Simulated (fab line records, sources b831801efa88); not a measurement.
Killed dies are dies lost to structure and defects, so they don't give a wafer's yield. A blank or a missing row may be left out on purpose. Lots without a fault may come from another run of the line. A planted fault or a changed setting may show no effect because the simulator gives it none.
Tool commonality check | flow gf180mcu | 13 lots, 39 wafers sampled

WHY IT WAS OPENED
At GF_CONTACT_THK_MEAS_03 the reading CONTACT_CVD_02_THK is flagged on 2 of 13 lots. Wafers without a fault read 862 nm, standard deviation 9.8.
Rule: a lot is flagged when every wafer of it that has a number lies more than 4 standard deviations from that mean, or none has a number. The other lots count as sound.

lot  | measured     | on            | CONTACT_CVD_02_THK (nm), wafer by wafer | flag
L642 | day 15 03:34 | film_metro-03 | 859 870 874                             |
L643 | day 15 12:50 | film_metro-02 | 843 847 855                             |
L644 | day 15 23:14 | film_metro-02 | 866 854 871                             |
L645 | day 16 10:56 | film_metro-02 | 867 878 874                             |
L651 | day 19 13:11 | film_metro-02 | 850 867 871                             |
L652 | day 20 00:22 | film_metro-02 | 976 981 998                             | FLAGGED
L653 | day 20 05:26 | film_metro-04 | 981 991 994                             | FLAGGED
L655 | day 21 06:29 | film_metro-03 | 848 880 854                             |
L657 | day 21 14:10 | film_metro-02 | 851 854 871                             |
L661 | day 22 01:50 | film_metro-02 | 855 847 864                             |
L660 | day 22 08:53 | film_metro-04 | 851 858 869                             |
L662 | day 22 16:50 | film_metro-03 | 849 863 876                             |
L664 | day 23 05:15 | film_metro-02 | 848 854 863                             |
The numbers of the flagged lots are 987 nm on average: +125 nm against the usual, or +13 standard deviations.

WHICH TOOL RAN EACH LOT
The record holds 1 process step before the reading, out of a route of 602 steps. In each cell: the tool, then ch and the chambers that the sampled wafers went through, then the start.
lot  | flag    | GF_CONTACT_CVD_02
L642 |         | pecvd-02 ch 1,2, day 15 03:30
L643 |         | pecvd-04 ch 0,1,2, day 15 12:45
L644 |         | pecvd-02 ch 1,2, day 15 23:10
L645 |         | pecvd-03 ch 0,1,2, day 16 10:52
L651 |         | pecvd-03 ch 0,2, day 19 13:07
L652 | FLAGGED | pecvd-04 ch 0,1, day 20 00:17
L653 | FLAGGED | pecvd-04 ch 0,1, day 20 05:22
L655 |         | pecvd-03 ch 0,1, day 21 06:20
L657 |         | pecvd-03 ch 0,1,2, day 21 14:05
L661 |         | pecvd-02 ch 0,1,2, day 22 01:46
L660 |         | pecvd-02 ch 0,1,2, day 22 08:49
L662 |         | pecvd-02 ch 1,2, day 22 16:46
L664 |         | pecvd-04 ch 0,1, day 23 05:10
What these steps do:
- GF_CONTACT_CVD_02: deposits SiO2 from TEOS, target thk 860 nm, time 95.992 s.
- GF_CONTACT_THK_MEAS_03

FLAGGED OVER TOTAL, TOOL BY TOOL (the gauges that took the reading come last)
step                   | tool          | lots run | flagged | share of the flagged lots | sound lots run after its first flagged lot
GF_CONTACT_CVD_02      | pecvd-02      | 5        | 0       | none                      | -
GF_CONTACT_CVD_02      | pecvd-03      | 4        | 0       | none                      | -
GF_CONTACT_CVD_02      | pecvd-04      | 4        | 2       | all                       | 1 (L664)
GF_CONTACT_THK_MEAS_03 | film_metro-02 | 8        | 1       | some                      | 3 (L657,L661,L664)
GF_CONTACT_THK_MEAS_03 | film_metro-03 | 3        | 0       | none                      | -
GF_CONTACT_THK_MEAS_03 | film_metro-04 | 2        | 1       | some                      | 1 (L660)

WHAT THE TABLE ALLOWS
1 row of the table ran every flagged lot: pecvd-04 at GF_CONTACT_CVD_02.
- pecvd-04 at GF_CONTACT_CVD_02: 2 of its 4 lots flagged. Sound lots ran on it after the first flagged one (L664), which a lasting fault on the whole tool wouldn't allow.
No row of the table ran every flagged lot and no sound lot after the first.

WHAT THE SIMULATOR HAD PUT IN
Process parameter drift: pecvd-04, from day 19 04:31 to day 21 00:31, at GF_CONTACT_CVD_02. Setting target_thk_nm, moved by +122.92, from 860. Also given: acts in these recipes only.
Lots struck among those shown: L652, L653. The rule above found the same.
